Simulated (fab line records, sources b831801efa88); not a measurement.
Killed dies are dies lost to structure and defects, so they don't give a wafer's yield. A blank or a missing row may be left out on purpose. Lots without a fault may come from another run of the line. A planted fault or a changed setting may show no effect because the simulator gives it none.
Chamber matching | flow gf180mcu | GF_V2_CVD_02 on pecvd-01: 3 sister chambers
The step deposits SiO2 from TEOS, target thk 850 nm, time 94.851 s. 16 wafers are shown with their chamber, then 8 later ones without.

WAFERS WITH THEIR CHAMBER
wafer  | chamber | heater_power_w (W) | heater_power_outer_w (W)
L075.2 | 2       | 535                | 330
L075.3 | 0       | 708                | 399
L075.6 | 2       | 598                | 359
L078.1 | 2       | 631                | 395
L078.3 | 1       | 618                | 338
L078.6 | 2       | 508                | 297
L080.1 | 1       | 659                | 382
L080.2 | 2       | 655                | 401
L080.6 | 2       | 572                | 343
L086.2 | 1       | 629                | 362
L086.5 | 0       | 742                | 453
L086.6 | 2       | 520                | 301
L088.2 | 1       | 530                | 278
L088.4 | 0       | 767                | 441
L088.5 | 2       | 525                | 296
L090.3 | 2       | 639                | 394

SIGNATURES (means of the wafers above)
reading              | chamber 0 | chamber 1 | chamber 2 | scatter within a chamber
heater_power_w       | 739.00    | 609.00    | 575.89    | 53.2
heater_power_outer_w | 431.00    | 340.00    | 346.22    | 41.9
Rule: a wafer's distance from a chamber is the root of the sum, over the readings, of the square of ((its reading less the chamber's mean) divided by the reading's scatter). The wafer belongs to the nearest chamber; if the next one is less than 2 further off, it can't be placed. The scatter: the root of (the sum of the squares of (reading less its chamber's mean) over the shown wafers, divided by (wafers less chambers)).

WAFERS WITHOUT THEIR CHAMBER
wafer  | heater_power_w (W) | heater_power_outer_w (W)
L090.4 | 528                | 283
L090.6 | 504                | 300
L091.1 | 595                | 319
L091.2 | 644                | 389
L091.3 | 721                | 409
L092.2 | 640                | 368
L092.4 | 586                | 357
L092.6 | 529                | 285

WHICH CHAMBER EACH WENT THROUGH
wafer  | from the rows above          | in truth
L090.4 | can't be placed: 2 or 1      | 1
L090.6 | can't be placed: 2 or 1      | 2
L091.1 | can't be placed: 1 or 2      | 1
L091.2 | can't be placed: 1 or 2 or 0 | 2
L091.3 | 0                            | 0
L092.2 | can't be placed: 1 or 2 or 0 | 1
L092.4 | can't be placed: 2 or 1      | 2
L092.6 | can't be placed: 2 or 1      | 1
Placed correctly: 1 of 8. Can't be placed from these rows: 7 (the true chamber is among the candidates in 7). Placed wrongly: 0.
